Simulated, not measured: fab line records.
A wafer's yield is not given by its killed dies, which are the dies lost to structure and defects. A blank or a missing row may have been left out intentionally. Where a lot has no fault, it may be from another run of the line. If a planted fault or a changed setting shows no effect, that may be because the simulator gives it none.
Chamber matching || flow sfq line || cmp-01 running SFQ_TRILAYER_I6_CMP_CMP_166: 3 sister chambers
The step polishes SiO2. 6 wafers are shown with their chamber, then 5 later ones without.

## WAFERS PAIRED WITH THEIR CHAMBERS
{"wafer": "L137.5", "chamber": 2, "motor current A (A)": 10.2, "time to endpoint s (s)": 226}
{"wafer": "L141.1", "chamber": 0, "motor current A (A)": 10.0, "time to endpoint s (s)": 212}
{"wafer": "L141.3", "chamber": 1, "motor current A (A)": 11.3, "time to endpoint s (s)": 227}
{"wafer": "L141.5", "chamber": 0, "motor current A (A)": 10.2, "time to endpoint s (s)": 219}
{"wafer": "L142.5", "chamber": 1, "motor current A (A)": 11.1, "time to endpoint s (s)": 232}
{"wafer": "L142.6", "chamber": 2, "motor current A (A)": 10.6, "time to endpoint s (s)": 189}

## WAFERS WITHOUT THEIR CHAMBER
{"wafer": "L143.4", "motor current A (A)": 10.5, "time to endpoint s (s)": 230}
{"wafer": "L143.5", "motor current A (A)": 9.8, "time to endpoint s (s)": 191}
{"wafer": "L148.2", "motor current A (A)": 9.4, "time to endpoint s (s)": 219}
{"wafer": "L148.3", "motor current A (A)": 11.0, "time to endpoint s (s)": 213}
{"wafer": "L148.4", "motor current A (A)": 10.0, "time to endpoint s (s)": 221}

## WHICH CHAMBER EACH ONE RAN IN
{"wafer": "L143.4", "from the rows above": "can't be placed: 2 or 0 or 1", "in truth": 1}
{"wafer": "L143.5", "from the rows above": "can't be placed: 0 or 2", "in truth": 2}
{"wafer": "L148.2", "from the rows above": "can't be placed: 0 or 2", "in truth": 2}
{"wafer": "L148.3", "from the rows above": "can't be placed: 1 or 2", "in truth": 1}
{"wafer": "L148.4", "from the rows above": "can't be placed: 0 or 2", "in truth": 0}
0 of 5 placed correctly. Not placeable from these rows: 5 (in 5, the candidates include the true chamber). 0 placed wrongly.
How it was worked out, from the rows above alone: a wafer's distance from a chamber is the root of the sum, over the readings, of the square of ((its reading less the chamber's mean) divided by the reading's scatter). The wafer belongs to the nearest chamber; if the next one is less than 2 further off, it can't be placed. The mean given for a chamber averages the wafers shown for that chamber. The scatter is the square root of a quotient: the sum, over the shown wafers, of each reading's squared deviation from its chamber's mean, divided by wafers minus chambers.
